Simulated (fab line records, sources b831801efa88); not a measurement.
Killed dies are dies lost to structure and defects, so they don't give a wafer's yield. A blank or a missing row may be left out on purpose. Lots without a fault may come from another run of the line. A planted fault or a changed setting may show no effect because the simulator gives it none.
Which tool did it? | flow gf180mcu | 13 lots, 39 wafers sampled, at 5 steps of a route of 602

WHAT THE GAUGES READ, wafer by wafer
GF_STI_THK_MEAS_30. Usual: STI_OXIDATION_02_THK 10.09 nm, standard deviation 0.22.
lot  | measured    | on            | STI_OXIDATION_02_THK (nm) | flag
L261 | day 2 05:40 | film_metro-03 | 9.74 10.02 9.72           |
L264 | day 2 21:49 | film_metro-02 | 9.73 9.85 9.82            |
L265 | day 3 02:43 | film_metro-01 | 9.96 10.00 10.05          |
L267 | day 3 15:23 | film_metro-03 | 9.90 9.85 9.85            |
L268 | day 3 18:31 | film_metro-03 | 10.15 10.21 10.26         |
L269 | day 3 23:01 | film_metro-02 | 10.16 10.07 10.16         |
L273 | day 4 20:29 | film_metro-01 | 10.31 10.47 10.47         |
L275 | day 5 06:07 | film_metro-03 | 10.12 10.14 10.25         |
L277 | day 5 16:52 | film_metro-02 | 10.36 10.10 10.14         |
L279 | day 6 05:26 | film_metro-01 | 10.23 10.45 10.20         |
L280 | day 6 10:59 | film_metro-03 | 10.00 9.86 9.80           |
L281 | day 6 14:21 | film_metro-03 | 10.06 10.28 10.20         |
L282 | day 6 18:32 | film_metro-01 | 10.06 10.15 10.18         |

GF_VT_IMPLANT_RS_MEAS_49: measures by four-point-probe. Usual: MVPSD_RS 1168 ohm/sq, standard deviation 3.1.
lot  | measured     | on            | MVPSD_RS (ohm/sq) | flag
L261 | day 7 13:41  | film_metro-01 | 1170 1169 1167    |
L264 | day 8 11:51  | film_metro-02 | 1170 1174 1173    |
L265 | day 8 18:30  | film_metro-04 | 1167 1165 1166    |
L267 | day 9 10:37  | film_metro-04 | 1163 1169 1167    |
L268 | day 9 14:22  | film_metro-01 | 1163 1161 1164    |
L269 | day 9 19:43  | film_metro-04 | 1171 1172 1169    |
L273 | day 10 23:55 | film_metro-04 | 1174 1169 1172    |
L275 | day 11 14:41 | film_metro-04 | 1164 1170 1164    |
L277 | day 12 01:49 | film_metro-02 | 1178 1165 1171    |
L279 | day 12 20:13 | film_metro-04 | 1171 1168 1169    |
L280 | day 13 03:28 | film_metro-02 | 1168 1165 1165    |
L281 | day 13 08:55 | film_metro-01 | 1169 1167 1163    |
L282 | day 13 12:33 | film_metro-02 | 1174 1167 1170    |

GF_HV_LDD_THK_MEAS_55. Usual: HV_LDD_CVD_54_THK 10.03 nm, standard deviation 0.14.
lot  | measured     | on            | HV_LDD_CVD_54_THK (nm) | flag
L261 | day 12 11:10 | film_metro-02 | 9.95 9.98 9.96         |
L264 | day 13 14:23 | film_metro-04 | 10.35 10.11 10.15      |
L265 | day 13 22:52 | film_metro-01 | 10.24 10.14 10.17      |
L267 | day 14 15:33 | film_metro-04 | 10.02 9.99 10.02       |
L268 | day 14 22:36 | film_metro-04 | 9.80 9.82 9.96         |
L269 | day 15 02:10 | film_metro-04 | 10.07 9.86 9.87        |
L273 | day 16 13:50 | film_metro-04 | 9.90 10.05 10.04       |
L275 | day 17 06:28 | film_metro-04 | 10.08 10.28 10.16      |
L277 | day 17 17:14 | film_metro-02 | 10.18 10.29 10.12      |
L279 | day 18 21:16 | film_metro-02 | 9.89 9.91 9.70         |
L280 | day 19 08:50 | film_metro-04 | 9.83 9.72 9.79         |
L281 | day 19 11:31 | film_metro-04 | 9.95 9.94 10.03        |
L282 | day 19 17:06 | film_metro-04 | 9.98 10.07 10.09       |

WHICH TOOL RAN EACH LOT (tool, then ch and the chambers of the sampled wafers, then the start)
lot  | GF_MVPSD_IMPLANT_09             | GF_VT_IMPLANT_RTA_45
L261 | implanter-04 ch 0, day 5 00:13  | rtp_anneal-01 ch 0, day 7 13:14
L264 | implanter-04 ch 0, day 5 20:08  | rtp_anneal-01 ch 0, day 8 11:22
L265 | implanter-04 ch 0, day 6 02:59  | rtp_anneal-01 ch 0, day 8 18:02
L267 | implanter-04 ch 0, day 6 16:18  | rtp_anneal-01 ch 0, day 9 10:10
L268 | implanter-01 ch 0, day 6 18:54  | rtp_anneal-02 ch 0, day 9 13:55
L269 | implanter-04 ch 0, day 7 01:10  | rtp_anneal-01 ch 0, day 9 19:12
L273 | implanter-04 ch 0, day 8 02:02  | rtp_anneal-02 ch 0, day 10 23:28
L275 | implanter-01 ch 0, day 8 13:37  | rtp_anneal-02 ch 0, day 11 14:14
L277 | implanter-04 ch 0, day 9 00:46  | rtp_anneal-02 ch 0, day 12 01:22
L279 | implanter-01 ch 0, day 9 15:44  | rtp_anneal-01 ch 0, day 12 19:45
L280 | implanter-01 ch 0, day 9 22:21  | rtp_anneal-01 ch 0, day 13 03:01
L281 | implanter-01 ch 0, day 10 03:01 | rtp_anneal-02 ch 0, day 13 08:28
L282 | implanter-01 ch 0, day 10 06:50 | rtp_anneal-02 ch 0, day 13 12:05
- GF_MVPSD_IMPLANT_09
- GF_VT_IMPLANT_RTA_45: time 30 s.

WHAT THE TOOLS THEMSELVES READ (means of the sampled wafers that have a number; where no wafer has one, the mark that the record gives instead)
GF_MVPSD_IMPLANT_09. Usual: beam_energy_keV 39.999, standard deviation 0.014; faraday_current_uA 28.2, standard deviation 0.53.
lot  | tool         | beam_energy_keV | faraday_current_uA | flag
L261 | implanter-04 | 40.009          | 28.1               |
L264 | implanter-04 | 40.003          | 28.3               |
L265 | implanter-04 | 40.009          | 28.5               |
L267 | implanter-04 | 39.994          | 28.5               |
L268 | implanter-01 | 40.007          | 28.5               |
L269 | implanter-04 | 40.008          | 28.0               |
L273 | implanter-04 | 39.988          | 28.3               |
L275 | implanter-01 | 40.011          | 28.8               |
L277 | implanter-04 | 39.999          | 28.4               |
L279 | implanter-01 | 39.991          | 28.3               |
L280 | implanter-01 | 40.014          | 28.0               |
L281 | implanter-01 | 39.985          | 28.4               |
L282 | implanter-01 | 40.009          | 28.3               |

GF_VT_IMPLANT_RTA_45. Usual: lamp_power_pct 32.4 %, standard deviation 2.4; wafer_temp_C_max 1054.7, standard deviation 1.
lot  | tool          | lamp_power_pct (%) | wafer_temp_C_max | flag
L261 | rtp_anneal-01 | 29.8               | 1055.7           |
L264 | rtp_anneal-01 | 29.8               | 1055.9           |
L265 | rtp_anneal-01 | 29.8               | 1055.6           |
L267 | rtp_anneal-01 | 29.8               | 1054.8           |
L268 | rtp_anneal-02 | 34.6               | 1054.4           |
L269 | rtp_anneal-01 | 29.8               | 1055.1           |
L273 | rtp_anneal-02 | 34.6               | 1053.3           |
L275 | rtp_anneal-02 | 34.6               | 1054.6           |
L277 | rtp_anneal-02 | 34.6               | 1055.3           |
L279 | rtp_anneal-01 | 29.8               | 1055.2           |
L280 | rtp_anneal-01 | 29.8               | 1055.5           |
L281 | rtp_anneal-02 | 34.6               | 1053.8           |
L282 | rtp_anneal-02 | 34.6               | 1054.8           |

THE ANSWER, worked out from the rows above alone
Rule: a lot is off if the mean of its wafers that have a number lies more than 3 standard deviations from the usual mean. A lot without any number at a reading at which 4 lots or more have one is off too. The other lots that the step has rows for count as sound. The gauges are gone through in route order, then the tools' own readings, and for those a lot's mean is taken as printed above. The first step at which some lot is off is used, and at that step the reading that is off furthest; a lot without a number counts as furthest.
No lot is off at any reading shown: from this, nothing can be told.

WHAT THE SIMULATOR HAD PUT IN
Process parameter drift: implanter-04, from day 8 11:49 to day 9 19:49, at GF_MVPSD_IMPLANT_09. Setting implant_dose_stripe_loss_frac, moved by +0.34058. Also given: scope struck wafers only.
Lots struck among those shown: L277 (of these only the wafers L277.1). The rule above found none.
